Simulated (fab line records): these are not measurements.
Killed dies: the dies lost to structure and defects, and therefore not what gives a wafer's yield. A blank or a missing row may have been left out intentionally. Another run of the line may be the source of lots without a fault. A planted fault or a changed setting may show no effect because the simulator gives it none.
A lot that was struck, set against a sound lot | flow sky130 | 44 steps out of a route of 708
Sound: the wafers L499.1, L499.3, L499.6. Struck: wafer L508.2 (L508.4, L508.5, from the same lot, were not struck and are left out); the cause is given at the end.
Per side, at each step with rows, come the tool, then ch with its chambers, and then its first start. Under that, the readings that differ: sound wafers | struck wafers | difference of the means | sigmas: that difference in standard deviations of wafers without a fault.
alike: words and numbers the same on both sides, and readings whose means are apart by under 2 such deviations; not compared: readings that were withheld, readings missing a value for some wafer, numbers with overlapping values and no deviation given by the record, and bounds like >300 which may hide the same value.
The two part at a step that has a row with sigmas, a row that says differs or no value, or rows on one side only. Non-overlapping numbers with no deviation appear without sigmas and do not part them. A reading missing from all wafers of one side parts the sides only when that side holds two or more wafers.

first, 1 step without rows for these wafers: SKY_VIA3_ETCH_15 (etches SiO2 in C4F8/O2/Ar, stops on TiN, target depth 507 nm, time 78 s).
SKY_VIA3_STRIP_16: strips in O2/N2.
  sound on plasma_asher-04 ch 0,1, day 40 21:38; struck on plasma_asher-01 ch 0, day 42 21:28
  alike: drypump_motor_current_A, oes_product_au, strip_time_to_endpoint_s
  not compared: rf_hours_counter_h
then, 5 steps without rows for these wafers: SKY_VIA3_STRIP_17 (strips in post etch residue remover, time 1200 s); SKY_VIA3_CLEAN_18 (cleans in IPA, time 180 s); SKY_VIA3_CLEAN_19 (cleans in O3/DIW); SKY_VIA3_SPUTTER_20 (material TiN, target thk 20 nm, time 80 s); SKY_VIA3_CVD_21 (deposits W, target thk 390 nm, time 117.31 s).
SKY_VIA3_RS_MEAS_22: the measuring method here is four-point-probe.
  sound: film_metro-02 at day 40 22:27; struck: film_metro-02 at day 42 22:16
  alike: VIA3_W_RS
SKY_VIA3_THK_MEAS_23: measures by xrf.
  sound: film_metro-02 at day 40 22:34; struck: film_metro-02 at day 42 22:22
  alike: VIA3_W_THK
then, 1 step without rows for these wafers: SKY_VIA3_CMP_24 (polishes, stops on SiO2, t overpolish 20 s, target thk 0 nm).
SKY_METAL4_SPUTTER_00: material Ti, target thk 15 nm, time 10 s.
  sound: pvd_sputter-04 at day 40 22:56; struck: pvd_sputter-03 at day 42 22:43
  alike: chamber_pressure_pa, throttle_valve_pct
then, 1 step without rows for these wafers: SKY_METAL4_SPUTTER_01 (material TiN, target thk 20 nm, time 16.7 s).
SKY_METAL4_SPUTTER_02: material AlCu, target thk 735 nm, time 39.1 s.
  sound: pvd_sputter-04 at day 40 22:58; struck: pvd_sputter-03 at day 42 22:46
  reading                                     | sound             | struck | difference | sigmas
  model.AlCu_of_METAL4_SPUTTER_02.thk_nm (nm) | 730.2 734.6 719.3 | 955.8  | +227.8     |
  alike: chamber_pressure_pa, throttle_valve_pct
SKY_METAL4_SPUTTER_03: material Ti, target thk 5 nm, time 3.3 s.
  sound: pvd_sputter-04 at day 40 23:01; struck: pvd_sputter-03 at day 42 22:49
  alike: chamber_pressure_pa, throttle_valve_pct
then, 1 step without rows for these wafers: SKY_METAL4_SPUTTER_04 (material TiN, target thk 70 nm, time 58.3 s).
SKY_CAP2M_CVD_00: deposits SiO2, target thk 15.5 nm.
  sound on pecvd-01 ch 0,2, day 40 23:05; struck on pecvd-01 ch 2, day 42 22:52
  alike: heater_power_w, rf_fwd_power_W, susceptor_temp_C
SKY_CAP2M_THK_MEAS_01:
  sound: film_metro-01 at day 40 23:06; struck: film_metro-04 at day 42 22:55
  alike: CAP2M_CVD_00_THK
then, 1 step without rows for these wafers: SKY_CAP2M_SPUTTER_02 (material TiN, target thk 200 nm, time 166.7 s).
SKY_CAP2M_RS_MEAS_03: the measuring method here is four-point-probe.
  sound: film_metro-03 at day 40 23:16; struck: film_metro-01 at day 42 23:05
  alike: CAP2M_TIN_RS
SKY_CAP2M_THK_MEAS_04: measures by xrf.
  sound: film_metro-03 at day 40 23:23; struck: film_metro-01 at day 42 23:12
  alike: CAP2M_TIN_THK
then, 7 steps without rows for these wafers: SKY_CAP2M_DEHYDRATE_05 (time 60 s); SKY_CAP2M_HMDS_06 (prime time 60 s); SKY_CAP2M_COAT_07 (resist thk 1140 nm); SKY_CAP2M_SOFTBAKE_08 (time 60 s); SKY_CAP2M_EXPOSE_09 (exposes mask CAP2M, target cd 1000 nm); SKY_CAP2M_PEB_10; SKY_CAP2M_DEVELOP_11 (develop time 60 s).
SKY_CAP2M_OVL_MEAS_12:
  sound: overlay-01 at day 41 22:43; struck: overlay-02 at day 43 21:34
  alike: CAP2M_OVL
then, 1 step without rows for these wafers: SKY_CAP2M_METAL_ETCH_13 (etches TiN in Cl2/BCl3, stops on SiO2, target depth 220 nm, time 62.9 s).
SKY_CAP2M_STRIP_14: strips in O2/N2.
  sound on plasma_asher-02 ch 0,1, day 41 22:50; struck on plasma_asher-01 ch 1, day 43 21:41
  reading                      | sound             | struck | difference | sigmas
  strip_time_to_endpoint_s (s) | 12.62 12.59 12.55 | 12.69  | +0.10      | +2
  alike: drypump_motor_current_A, oes_product_au
  not compared: rf_hours_counter_h
then, 11 steps without rows for these wafers: SKY_CAP2M_STRIP_15 (strips in post etch residue remover, time 1200 s); SKY_CAP2M_CLEAN_16 (cleans in IPA, time 180 s); SKY_CAP2M_CLEAN_17 (cleans in O3/DIW); SKY_METAL4_DEHYDRATE_05 (time 60 s); SKY_METAL4_HMDS_06 (prime time 60 s); SKY_METAL4_COAT_07 (resist thk 60 nm); SKY_METAL4_COAT_08 (resist thk 1140 nm); SKY_METAL4_SOFTBAKE_09 (time 90 s); SKY_METAL4_EXPOSE_10 (exposes mask MM4, target cd 300 nm); SKY_METAL4_PEB_11; SKY_METAL4_DEVELOP_12 (develop time 60 s).
SKY_METAL4_CD_MEAS_13 targets a cd of 300 nm.
  sound: cd_sem-01 at day 42 23:04; struck: cd_sem-02 at day 44 19:59
  alike: cd_nm
SKY_METAL4_METAL_ETCH_18: etches the open film in Cl2/BCl3, stops on SiO2, target depth 845 nm, time 183.1 s.
  sound on rie_metal-02 ch 0,1, day 42 23:22; struck on rie_metal-04 ch 0, day 44 20:16
  reading               | sound             | struck | difference | sigmas
  oes_product_au (a.u.) | 0.862 0.865 0.853 | 0.995  | +0.135     | +20
  alike: drypump_motor_current_A, rf_fwd_power_W, throttle_valve_pct
  not compared: rf_hours_counter_h
-- the record jumps here: 4 days lie between the struck wafers' starts before and after (it left off in module METAL4 and takes up again in module PAD_OPEN, whose first step shown is number 708 of the route) --
SKY_PAD_OPEN_PROBE_99:
  sound: prober-02 at day 46 18:43; struck: prober-02 at day 48 11:49
  reading                               | sound                   | struck                   | difference                   | sigmas
  hold                                  | - - -                   | await_dispo/2.8h/release | no value on the sound wafers |
  model.etest.met4_comb.leak_log10_a_um | -12.04 -12.19 -12.12    | -8.303                   | +3.814                       |
  model.etest.met4.line_ohm_um          | 0.1408 0.1393 0.1447    | 0.1067                   | -0.0349                      |
  model.etest.met4.rs_ohm_sq            | 0.04244 0.04274 0.04315 | 0.0325                   | -0.0103                      |

## WHERE THEY PART
Earliest at SKY_CAP2M_STRIP_14; latest, in this record, at SKY_PAD_OPEN_PROBE_99.

WHY: the cause the simulator had injected
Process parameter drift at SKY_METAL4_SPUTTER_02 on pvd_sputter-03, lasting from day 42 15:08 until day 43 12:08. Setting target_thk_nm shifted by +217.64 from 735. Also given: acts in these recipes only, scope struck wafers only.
